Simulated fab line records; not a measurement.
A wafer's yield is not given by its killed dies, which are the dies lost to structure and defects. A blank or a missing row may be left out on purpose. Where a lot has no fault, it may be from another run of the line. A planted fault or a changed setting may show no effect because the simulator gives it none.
The tool behind it: which one? + flow sky130 + 12 lots with 36 wafers sampled at 5 steps, on a route of 708 steps

== WHAT THE GAUGES SHOWED, per wafer ==
SKY_CONTACT_BOW_MEAS_05.
| lot  | measured     | on            | CONTACT_BOW (um) |
|------|--------------|---------------|------------------|
| L603 | day 30 21:17 | film_metro-03 | 96 89 84         |
| L605 | day 31 15:59 | film_metro-04 | 85 88 81         |
| L608 | day 32 12:41 | film_metro-01 | 93 83 68         |
| L609 | day 32 16:08 | film_metro-03 | 101 81 78        |
| L613 | day 33 18:47 | film_metro-04 | 76 88 89         |
| L612 | day 33 20:25 | film_metro-03 | 76 89 95         |
| L614 | day 34 03:49 | film_metro-04 | 92 90 95         |
| L615 | day 34 12:55 | film_metro-01 | 83 79 77         |
| L616 | day 34 17:04 | film_metro-04 | 80 82 82         |
| L617 | day 35 04:36 | film_metro-01 | 91 75 74         |
| L619 | day 36 10:32 | film_metro-04 | 84 73 80         |
| L625 | day 37 17:37 | film_metro-03 | 85 78 88         |

SKY_CONTACT_CD_MEAS_14: the cd target is 170 nm.
| lot  | measured     | on        | cd_nm (nm)        |
|------|--------------|-----------|-------------------|
| L603 | day 32 00:44 | cd_sem-02 | 165.9 165.8 166.0 |
| L605 | day 32 19:32 | cd_sem-01 | 168.3 168.9 168.3 |
| L608 | day 33 15:55 | cd_sem-02 | 171.5 171.3 172.2 |
| L609 | day 33 19:22 | cd_sem-02 | 171.4 171.1 170.7 |
| L613 | day 34 21:28 | cd_sem-01 | 167.0 167.7 169.2 |
| L612 | day 34 22:54 | cd_sem-01 | 170.8 173.2 171.9 |
| L614 | day 35 05:53 | cd_sem-02 | 170.2 170.3 169.7 |
| L615 | day 35 13:23 | cd_sem-01 | 171.0 171.2 170.3 |
| L616 | day 35 17:49 | cd_sem-01 | 47.8 150.8 35.1   |
| L617 | day 36 05:52 | cd_sem-01 | 170.5 58.5 109.9  |
| L619 | day 37 12:36 | cd_sem-01 | 170.1 167.9 168.5 |
| L625 | day 38 18:35 | cd_sem-02 | 172.9 173.0 173.4 |

SKY_METAL1_RS_MEAS_05: uses a four-point probe to measure.
| lot  | measured     | on            | METAL1_ALCU_RS (ohm/sq) |
|------|--------------|---------------|-------------------------|
| L603 | day 32 02:28 | film_metro-04 | 0.1262 0.1264 0.1261    |
| L605 | day 32 21:12 | film_metro-04 | 0.1255 0.1246 0.1249    |
| L608 | day 33 17:35 | film_metro-04 | 0.1259 0.1255 0.1247    |
| L609 | day 33 21:02 | film_metro-02 | 0.1273 0.1252 0.1247    |
| L613 | day 35 01:01 | film_metro-01 | 0.1274 0.1270 0.1287    |
| L612 | day 35 01:19 | film_metro-01 | 0.1236 0.1240 0.1244    |
| L614 | day 35 07:34 | film_metro-02 | 0.1252 0.1265 0.1265    |
| L615 | day 35 15:05 | film_metro-04 | 0.1269 0.1269 0.1275    |
| L616 | day 35 19:32 | film_metro-02 | 0.1258                  |
| L617 | day 36 07:41 | film_metro-04 | 0.1258                  |
| L619 | day 37 14:17 | film_metro-01 | 0.1265 0.1265 0.1265    |
| L625 | day 38 20:17 | film_metro-02 | 0.1278 0.1267 0.1275    |

== TOOL THAT RAN EACH LOT (tool first, then ch and the chambers of the sampled wafers, then the start) ==
| lot  | SKY_LI_CONTACT_SPUTTER_19    | SKY_CONTACT_EXPOSE_11             |
|------|------------------------------|-----------------------------------|
| L603 | pvd_sputter-04, day 29 15:01 | krf_scanner-01 ch 0, day 31 11:03 |
| L605 | pvd_sputter-04, day 30 10:04 | krf_scanner-02 ch 0, day 32 06:26 |
| L608 | pvd_sputter-04, day 31 08:07 | krf_scanner-02 ch 0, day 33 02:32 |
| L609 | pvd_sputter-01, day 31 09:52 | krf_scanner-01 ch 0, day 33 05:57 |
| L613 | pvd_sputter-03, day 32 12:58 | krf_scanner-01 ch 0, day 34 08:12 |
| L612 | pvd_sputter-01, day 32 14:55 | krf_scanner-01 ch 0, day 34 09:40 |
| L614 | pvd_sputter-03, day 32 22:09 | krf_scanner-02 ch 0, day 34 17:20 |
| L615 | pvd_sputter-01, day 33 08:22 | krf_scanner-01 ch 0, day 35 01:54 |
| L616 | pvd_sputter-04, day 33 12:18 | krf_scanner-01 ch 0, day 35 06:11 |
| L617 | pvd_sputter-03, day 34 00:21 | krf_scanner-01 ch 0, day 35 16:39 |
| L619 | pvd_sputter-01, day 35 05:58 | krf_scanner-02 ch 0, day 36 23:08 |
| L625 | pvd_sputter-04, day 36 13:34 | krf_scanner-02 ch 0, day 38 06:07 |
- SKY_LI_CONTACT_SPUTTER_19: material Ti, target thk 20 nm, time 106.37 s.
- SKY_CONTACT_EXPOSE_11: exposes mask CTM1, target cd 170 nm.

== AS READ BY THE TOOLS THEMSELVES (means over the sampled wafers that have a number; for cases with no such wafer, the mark the record gives instead) ==
SKY_LI_CONTACT_SPUTTER_19.
| lot  | tool           | throttle_valve_pct (%) |
|------|----------------|------------------------|
| L603 | pvd_sputter-04 | 30.4                   |
| L605 | pvd_sputter-04 | 30.8                   |
| L608 | pvd_sputter-04 | 31.2                   |
| L609 | pvd_sputter-01 | 29.6                   |
| L613 | pvd_sputter-03 | 31.2                   |
| L612 | pvd_sputter-01 | 29.1                   |
| L614 | pvd_sputter-03 | 31.3                   |
| L615 | pvd_sputter-01 | 29.7                   |
| L616 | pvd_sputter-04 | 30.3                   |
| L617 | pvd_sputter-03 | 31.2                   |
| L619 | pvd_sputter-01 | 29.6                   |
| L625 | pvd_sputter-04 | 30.8                   |

SKY_CONTACT_EXPOSE_11.
| lot  | tool           | focus_offset_nm (nm) | reticle_temp_C (C) |
|------|----------------|----------------------|--------------------|
| L603 | krf_scanner-01 | 0.5                  | 23.09              |
| L605 | krf_scanner-02 | -0.4                 | 23.04              |
| L608 | krf_scanner-02 | -0.1                 | 22.87              |
| L609 | krf_scanner-01 | 0.3                  | 22.96              |
| L613 | krf_scanner-01 | -0.3                 | 22.92              |
| L612 | krf_scanner-01 | 0.1                  | 23.04              |
| L614 | krf_scanner-02 | -0.0                 | 22.88              |
| L615 | krf_scanner-01 | -0.2                 | 22.84              |
| L616 | krf_scanner-01 | 0.1                  | 23.08              |
| L617 | krf_scanner-01 | -0.1                 | 22.92              |
| L619 | krf_scanner-02 | 0.2                  | 23.05              |
| L625 | krf_scanner-02 | 0.2                  | 22.88              |

== THE ANSWER, worked out from the rows above alone ==
Rule: the usual values come from the lots themselves. Put in order of their means at a reading, lots are off if they are a third of the lots or fewer, leave a main group of 4 or more, and stand apart from it by a gap of 3 or more times the standard deviation of the main group's means; of several such gaps the widest counts. A main group is skipped when, at the precision printed for the reading in the tables above, its means are all equal. A lot without any number at a reading at which 4 lots or more have one is off too. The other lots that the step has rows for count as sound. The gauges are gone through in route order, then the tools' own readings, and for those a lot's mean is taken as printed above. The first step at which some lot is off is used, and at that step the reading that is off furthest; a lot without a number counts as furthest.
Off: L616, L617, at SKY_CONTACT_CD_MEAS_14 (cd_nm). The main group: mean 170.0 nm, standard deviation 2.1.
If a tool, at a process step before that reading, ran all the lots that are off and no sound lot after the first of them, it fits. The gauges at SKY_CONTACT_CD_MEAS_14 are tried like those tools. One fits: SKY_CONTACT_EXPOSE_11 on krf_scanner-01. Its last sound lot is L615 (day 35 01:54), its first lot that is off L616 (day 35 06:11): a fault that began between those two fits.

== WHAT WAS PUT IN BY THE SIMULATOR ==
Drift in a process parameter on krf_scanner-01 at SKY_CONTACT_EXPOSE_11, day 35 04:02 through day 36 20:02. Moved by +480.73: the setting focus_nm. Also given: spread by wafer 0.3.
Shown lots that were struck: L616, L617. This agrees with what the rule above found.
